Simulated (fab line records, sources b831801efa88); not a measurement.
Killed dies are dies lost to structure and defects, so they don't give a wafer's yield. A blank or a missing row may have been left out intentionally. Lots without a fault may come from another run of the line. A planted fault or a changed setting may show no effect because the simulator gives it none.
fab line records	flow sky130
record lots=11	wafers=33	last-day=50
route steps=708 shown CAPM@549 VIA3@587 METAL4@598 VIA4@657
lots that met no fault: taken from a fault-free run of the same line
start-h: hours from the record's opening day to when the first of the lot's shown wafers began	wait-h: hours elapsed since this lot's preceding step	" same as the row above	L1.1+2: a single row standing in for several wafers	- value missing, or start not given	* or withheld: withheld	< > ~ a bound
route shown NAME@n: a module of which the file shows steps, and the number in the route of the first	usual: mean/standard deviation taken from wafers without a fault	same: alike in all rows	chamber/n: place in a boat	sites: per-site readings	_std_site: standard deviation of those values	_edge_site: the outer-site mean with the inner-site mean subtracted	radius-mm: for every site, how far away it sits from the centre of the wafer	mask NAME#n: copy n	behind: the tool/chamber that last shaped the wafer	hold: why the lot went on hold/how many hours it stayed there/how the hold came to an end	device: which transistor (n, p or np) failed to switch	end of line: the same wafers' tests at the end of the route	a step without rows: its recipe alone	killed: not the wafer's yield, but the dies lost to structure and defects at the first sort	map: the dies of a wafer, with x for killed, . for not killed, _ for no die there
set.NAME: setting as actually run; set.NAME@STEP: the setting as run at that earlier step	model.NAME: the simulator's own value behind a step, which no gauge read
the route's steps for a sample of lots (tables are steps, rows are wafers)
services: the hour from which a tool's chamber was out of use, counted from the record's first day as start-h (under 0 if before that day), plus the number of hours and why
## steps
# step SKY_CAPM_OVL_MEAS_12
# usual CAPM_OVL=-0.3/1.2
lot.wafer	tool	chamber	start-h	wait-h	CAPM_OVL[nm]
L619.2	overlay-02	-	869.60	0.1	-1.0
L619.3	"	-	"	"	-1.7
L619.6	"	-	"	"	-1.7
L618.1	overlay-01	-	870.05	0.1	0.7
L618.5	"	-	"	"	-0.1
L618.6	"	-	"	"	0.4
L620.1	overlay-01	-	908.95	0.1	-1.3
L620.4	"	-	"	"	-0.3
L620.5	"	-	"	"	-1.1
L622.1	overlay-01	-	984.56	0.1	0.0
L622.2	"	-	"	"	1.0
L622.4	"	-	"	"	1.1
L628.2	overlay-02	-	988.10	0.1	0.4
L628.3	"	-	"	"	1.2
L628.4	"	-	"	"	-0.7
L630.1	overlay-01	-	990.24	0.1	-0.1
L630.3	"	-	"	"	0.8
L630.4	"	-	"	"	0.0
L633.1	overlay-01	-	994.16	0.1	1.7
L633.2	"	-	"	"	-0.1
L633.5	"	-	"	"	1.3
L634.1	overlay-02	-	994.45	0.1	-0.6
L634.4	"	-	"	"	-1.0
L634.5	"	-	"	"	-1.0
L637.2	overlay-02	-	1003.66	0.1	-1.3
L637.5	"	-	"	"	-1.8
L637.6	"	-	"	"	0.0
L638.1	overlay-02	-	1005.94	0.1	-0.7
L638.3	"	-	"	"	-0.4
L638.6	"	-	"	"	-0.4
L641.3	overlay-01	-	1031.87	0.1	-1.9
L641.4	"	-	"	"	-3.2
L641.6	"	-	"	"	-1.8
# step SKY_VIA3_ETCH_14
# recipe chemistry=N2/H2	target=BARC	ion-energy-ev=200	source-w=500	bias-w=100	pressure-mtorr=30	n2-flow-sccm=100	h2-flow-sccm=200	stop-on=SiO2	time-s=45.9	target-depth-a=600
# usual drypump-motor-current-A=5.7/0.43	oes-product-au=0.854/0.0052	throttle-valve-pct=13.225/0.0091
lot.wafer	tool	chamber	start-h	wait-h	drypump-motor-current-A	oes-product-au	rf-hours-counter-h	throttle-valve-pct
L619.2	rie-diel-04	1	920.52	0.0	5.2	0.857	1	13.222
L619.3	"	0	"	"	5.4	0.852	13	13.220
L619.6	"	0	"	"	5.4	0.858	-	13.209
L618.1	rie-diel-02	2	922.47	0.0	6.4	0.855	4	13.228
L618.5	"	0	"	"	5.9	0.860	-	13.215
L618.6	"	1	"	"	5.6	0.853	-	13.221
L620.1	rie-diel-04	0	959.67	0.0	5.3	0.853	14	13.231
L620.4	"	1	"	"	5.2	0.851	-	13.210
L620.5	"	0	"	"	5.4	0.854	-	13.231
L622.1	rie-diel-01	0	1032.97	0.0	5.3	0.852	16	13.229
L622.2	"	3	"	"	6.0	0.857	17	13.240
L622.4	"	1	"	"	6.4	0.855	-	13.231
L628.2	rie-diel-01	0	1036.65	0.0	5.3	0.864	17	13.233
L628.3	"	2	"	"	5.8	0.845	9	13.226
L628.4	"	1	"	"	6.4	0.862	22	13.224
L630.1	rie-diel-01	1	1037.95	0.0	6.5	0.850	22	13.217
L630.3	"	3	"	"	6.0	0.854	17	13.226
L630.4	"	0	"	"	5.3	0.853	17	13.225
L634.1	rie-diel-02	2	1042.75	0.0	6.4	0.857	8	13.231
L634.4	"	2	"	"	6.4	0.849	-	13.224
L634.5	"	1	"	"	5.6	0.857	-	13.213
L633.1	rie-diel-04	0	1043.41	0.0	5.4	0.863	18	13.228
L633.2	"	1	"	"	5.2	0.848	5	13.232
L633.5	"	0	"	"	5.4	0.857	-	13.222
L637.2	rie-diel-01	2	1051.32	0.0	5.8	0.851	10	13.210
L637.5	"	3	"	"	6.0	0.856	-	13.221
L637.6	"	2	"	"	5.8	0.852	-	13.221
L638.1	rie-diel-04	2	1052.90	0.0	6.0	0.862	23	13.222
L638.3	"	0	"	"	5.4	0.850	18	13.220
L638.6	"	2	"	"	6.1	0.857	-	13.224
L641.3	rie-diel-04	3	1076.47	0.0	5.7	0.852	18	13.225
L641.4	"	1	"	"	5.2	0.851	6	13.234
L641.6	"	2	"	"	6.1	0.851	-	13.226
# step SKY_METAL4_SPUTTER_00
# recipe material=Ti	target-thk-nm=15	power-w=3000	time-s=10	chamber-pressure-pa=0.4
# usual throttle-valve-pct=29.6/0.89
lot.wafer	tool	chamber	start-h	wait-h	throttle-valve-pct
L619.2	pvd-sputter-01	-	921.88	0.2	28.8
L619.3	"	-	"	"	28.5
L619.6	"	-	"	"	29.1
L618.1	pvd-sputter-04	-	923.83	0.2	28.8
L618.5	"	-	"	"	29.9
L618.6	"	-	"	"	28.9
L620.1	pvd-sputter-02	-	961.06	0.2	29.2
L620.4	"	-	"	"	30.8
L620.5	"	-	"	"	31.1
L622.1	pvd-sputter-01	-	1034.37	0.2	28.7
L622.2	"	-	"	"	28.8
L622.4	"	-	"	"	30.4
L628.2	pvd-sputter-01	-	1038.04	0.2	28.7
L628.3	"	-	"	"	30.9
L628.4	"	-	"	"	28.7
L630.1	pvd-sputter-04	-	1039.31	0.2	29.9
L630.3	"	-	"	"	28.7
L630.4	"	-	"	"	29.7
L634.1	pvd-sputter-02	-	1044.13	0.2	29.2
L634.4	"	-	"	"	30.1
L634.5	"	-	"	"	31.0
L633.1	pvd-sputter-01	-	1044.76	0.2	30.5
L633.2	"	-	"	"	28.6
L633.5	"	-	"	"	28.8
L637.2	pvd-sputter-01	-	1052.67	0.2	30.4
L637.5	"	-	"	"	28.7
L637.6	"	-	"	"	30.2
L638.1	pvd-sputter-01	-	1054.26	0.1	30.3
L638.3	"	-	"	"	28.3
L638.6	"	-	"	"	30.4
L641.3	pvd-sputter-02	-	1077.88	0.1	30.7
L641.4	"	-	"	"	30.9
L641.6	"	-	"	"	30.8
# step SKY_VIA4_CVD_18
# recipe material=W	target-thk-nm=505	time-s=152.14	temp-c=400	pressure-torr=40
# usual heater-power-w=781/61
lot.wafer	tool	chamber	start-h	wait-h	heater-power-w
L619.2	cvd-w-01	0	995.03	0.0	702
L619.3	"	1	"	"	762
L619.6	"	0	"	"	695
L618.1	cvd-w-01	0	997.49	0.0	713
L618.5	"	0	"	"	684
L618.6	"	1	"	"	768
L620.1	cvd-w-02	0	1032.08	0.0	736
L620.4	"	0	"	"	754
L620.5	"	0	"	"	757
L622.1	cvd-w-02	0	1100.36	0.0	761
L622.2	"	1	"	"	856
L622.4	"	1	"	"	883
L628.2	cvd-w-01	1	1103.37	0.0	764
L628.3	"	0	"	"	701
L628.4	"	1	"	"	751
L630.1	cvd-w-02	1	1105.60	0.0	843
L630.3	"	0	"	"	740
L630.4	"	1	"	"	861
L634.1	cvd-w-02	1	1108.47	0.0	858
L634.4	"	0	"	"	748
L634.5	"	0	"	"	749
L633.1	cvd-w-02	1	1111.53	0.0	848
L633.2	"	0	"	"	749
L633.5	"	0	"	"	749
L637.2	cvd-w-02	0	1117.28	0.0	740
L637.5	"	0	"	"	748
L637.6	"	1	"	"	839
L638.1	cvd-w-02	0	1118.18	0.0	760
L638.3	"	1	"	"	853
L638.6	"	1	"	"	861
L641.3	cvd-w-02	1	1141.20	0.1	868
L641.4	"	0	"	"	746
L641.6	"	1	"	"	864
# step SKY_VIA4_RS_MEAS_19
# recipe thk-meas-gauge=four-point-probe	reads=W_of_VIA4_CVD_18+TiN_of_VIA4_SPUTTER_17
# usual VIA4_W_RS=0.226/0.0035
lot.wafer	tool	chamber	start-h	wait-h	VIA4_W_RS[ohm/sq]
L619.2	film-metro-02	-	995.20	0.1	0.224
L619.3	"	-	"	"	0.226
L619.6	"	-	"	"	0.226
L618.1	film-metro-02	-	997.64	0.1	0.222
L618.5	"	-	"	"	0.224
L618.6	"	-	"	"	0.225
L620.1	film-metro-02	-	1032.23	0.1	0.224
L620.4	"	-	"	"	0.223
L620.5	"	-	"	"	0.225
L622.1	film-metro-03	-	1100.51	0.1	0.223
L622.2	"	-	"	"	0.227
L622.4	"	-	"	"	0.228
L628.2	film-metro-03	-	1103.54	0.1	0.266
L628.3	"	-	"	"	0.224
L628.4	"	-	"	"	0.266
L630.1	film-metro-01	-	1105.75	0.1	0.227
L630.3	"	-	"	"	0.220
L630.4	"	-	"	"	0.229
L634.1	film-metro-01	-	1108.63	0.1	0.229
L634.4	"	-	"	"	0.224
L634.5	"	-	"	"	0.222
L633.1	film-metro-02	-	1111.68	0.1	0.229
L633.2	"	-	"	"	0.222
L633.5	"	-	"	"	0.225
L637.2	film-metro-01	-	1117.45	0.1	0.221
L637.5	"	-	"	"	0.222
L637.6	"	-	"	"	0.229
L638.1	film-metro-03	-	1118.33	0.1	0.222
L638.3	"	-	"	"	0.228
L638.6	"	-	"	"	0.231
L641.3	film-metro-03	-	1141.34	0.1	0.231
L641.4	"	-	"	"	0.224
L641.6	"	-	"	"	0.232
# step SKY_VIA4_THK_MEAS_20
# recipe thk-meas-gauge=xrf	reads=W_of_VIA4_CVD_18
# usual VIA4_W_THK=499/9.6
lot.wafer	tool	chamber	start-h	wait-h	VIA4_W_THK[nm]
L619.2	film-metro-02	-	995.31	0.1	506
L619.3	"	-	"	"	502
L619.6	"	-	"	"	498
L618.1	film-metro-02	-	997.76	0.1	509
L618.5	"	-	"	"	507
L618.6	"	-	"	"	506
L620.1	film-metro-02	-	1032.35	0.1	507
L620.4	"	-	"	"	511
L620.5	"	-	"	"	503
L622.1	film-metro-03	-	1100.63	0.1	513
L622.2	"	-	"	"	505
L622.4	"	-	"	"	501
L628.2	film-metro-03	-	1103.65	0.1	442
L628.3	"	-	"	"	507
L628.4	"	-	"	"	437
L630.1	film-metro-01	-	1105.87	0.1	491
L630.3	"	-	"	"	508
L630.4	"	-	"	"	486
L634.1	film-metro-01	-	1108.75	0.1	487
L634.4	"	-	"	"	499
L634.5	"	-	"	"	501
L633.1	film-metro-02	-	1111.80	0.1	489
L633.2	"	-	"	"	505
L633.5	"	-	"	"	497
L637.2	film-metro-01	-	1117.56	0.1	506
L637.5	"	-	"	"	504
L637.6	"	-	"	"	489
L638.1	film-metro-03	-	1118.45	0.1	514
L638.3	"	-	"	"	502
L638.6	"	-	"	"	495
L641.3	film-metro-03	-	1141.44	0.1	496
L641.4	"	-	"	"	510
L641.6	"	-	"	"	492
## services
tool	chamber	start-h	hours	kind
cvd-w-01	-	902.20	6.9	pm
cvd-w-02	-	904.00	14.0	pm
cvd-w-02	-	918.00	4.3	pm
rie-diel-04	-	944.37	14.6	pm
pvd-sputter-01	-	946.49	1.5	repair
rie-diel-04	3	959.14	5.7	repair
rie-diel-04	1	960.11	3.0	repair
rie-diel-01	-	974.13	1.5	repair
pvd-sputter-02	-	982.26	3.6	repair
rie-diel-04	2	998.49	7.2	repair
cvd-w-02	-	1005.66	2.8	pm
rie-diel-01	2	1021.52	14.5	repair
cvd-w-01	-	1028.83	0.9	repair
cvd-w-01	-	1029.77	28.1	pm
rie-diel-04	2	1030.46	1.3	repair
rie-diel-04	2	1053.20	5.6	repair
pvd-sputter-02	-	1054.30	2.3	repair
cvd-w-02	0	1059.97	10.6	repair
pvd-sputter-02	-	1061.65	1.5	repair
cvd-w-01	0	1089.97	2.4	repair
rie-diel-04	1	1098.69	2.5	repair
rie-diel-04	1	1105.97	5.7	repair
pvd-sputter-01	-	1116.66	6.5	repair
cvd-w-02	0	1122.67	1.3	repair
## key
first-sign step=SKY_VIA4_RS_MEAS_19	reading=VIA4_W_RS	direction=up	sigmas=11	usual=0.226	struck=0.266
effect step=SKY_VIA4_THK_MEAS_20	reading=VIA4_W_THK	direction=down	sigmas=6.2	usual=499	struck=439
met-at SKY_VIA4_CVD_18
struck-lots L628
struck-wafers L628.2,L628.4
not-acting-at SKY_CAPM_OVL_MEAS_12,SKY_VIA3_ETCH_14,SKY_METAL4_SPUTTER_00
onset-between 997.49 1103.37
fault kind=site-profile-drift	tool=cvd-w-01	chamber=1	onset-h=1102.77	steps=SKY_VIA4_CVD_18	basis=fraction	max-abs-drift=0.2394	slope-share-per-hr=53.2	site-pattern=0,0,0,0,0,-1,-1,-1,-1
